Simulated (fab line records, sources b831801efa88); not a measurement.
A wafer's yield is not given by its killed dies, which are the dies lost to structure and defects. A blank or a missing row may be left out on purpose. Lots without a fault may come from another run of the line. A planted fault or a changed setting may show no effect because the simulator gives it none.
One fault through the eyes of 2 desks / flow sky130 / every desk sees just its own numbers, and what lay behind them comes last

AT THE TOOL OWNER'S DESK: hdpcvd-01
The tool's own readings at SKY_VIA1_HDPCVD_00 (deposits SiO2, target thk 1030 nm, time 171.7 s): means of the sampled wafers that have a number, for each lot that ran on this tool. A lot is out of limits, marked OUT, if its mean lies more than 4 standard deviations from the usual mean; the brackets give that distance.
Columns: A = pressureMtorr at SKY_VIA1_HDPCVD_00, usual 6.000 mTorr; B = runLengthS at SKY_VIA1_HDPCVD_00, usual 199.6 s; C = sih4FlowSccm at SKY_VIA1_HDPCVD_00, usual 59.96 sccm
lot=L179; first seen here=day 33 10:16; A=6.004; B=199.3; C=59.79
lot=L192; first seen here=day 37 19:10; A=5.999; B=199.5; C=60.06
lot=L194; first seen here=day 38 18:53; A=6.008; B=199.2; C=59.93
lot=L196; first seen here=day 39 07:02; A=5.996; B=198.8; C=60.10
lot=L200; first seen here=day 39 22:18; A=5.994; B=199.9; C=59.91
lot=L201; first seen here=day 39 23:49; A=6.000; B=198.8; C=60.00
Result from this desk: across the 6 lots, nothing is out of limits.

AT THE METROLOGY DESK
Means of the sampled wafers that have a number, per lot and without regard to the tool the lot ran on: this is what the gauges read. A lot is out of limits, marked OUT, if its mean lies more than 4 standard deviations from the usual mean; the brackets give that distance.
Columns: A = cdNm at SKY_METAL1_CD_MEAS_15, usual 139.9 nm; B = VIA1_BOW at SKY_VIA1_BOW_MEAS_03, usual 81 um
lot=L180; first seen here=day 33 07:28; A=138.6; B=84
lot=L179; first seen here=day 33 09:21; A=139.6; B=87
lot=L182; first seen here=day 34 05:31; A=140.5; B=76
lot=L188; first seen here=day 36 18:54; A=142.4; B=73
lot=L189; first seen here=day 36 22:04; A=139.5; B=72
lot=L192; first seen here=day 37 17:49; A=137.5; B=78
lot=L194; first seen here=day 38 17:56; A=139.2; B=75
lot=L196; first seen here=day 39 05:50; A=137.7; B=75
lot=L199; first seen here=day 39 12:13; A=141.7; B=74
lot=L200; first seen here=day 39 21:12; A=140.3; B=73
lot=L201; first seen here=day 39 22:40; A=140.9; B=89
Result from this desk: across the 11 lots, nothing is out of limits.

TAKEN TOGETHER
The tool owner's desk saw nothing out of limits.
At the metrology desk, nothing out of limits was observed.

WHAT THE SIMULATOR PUT IN
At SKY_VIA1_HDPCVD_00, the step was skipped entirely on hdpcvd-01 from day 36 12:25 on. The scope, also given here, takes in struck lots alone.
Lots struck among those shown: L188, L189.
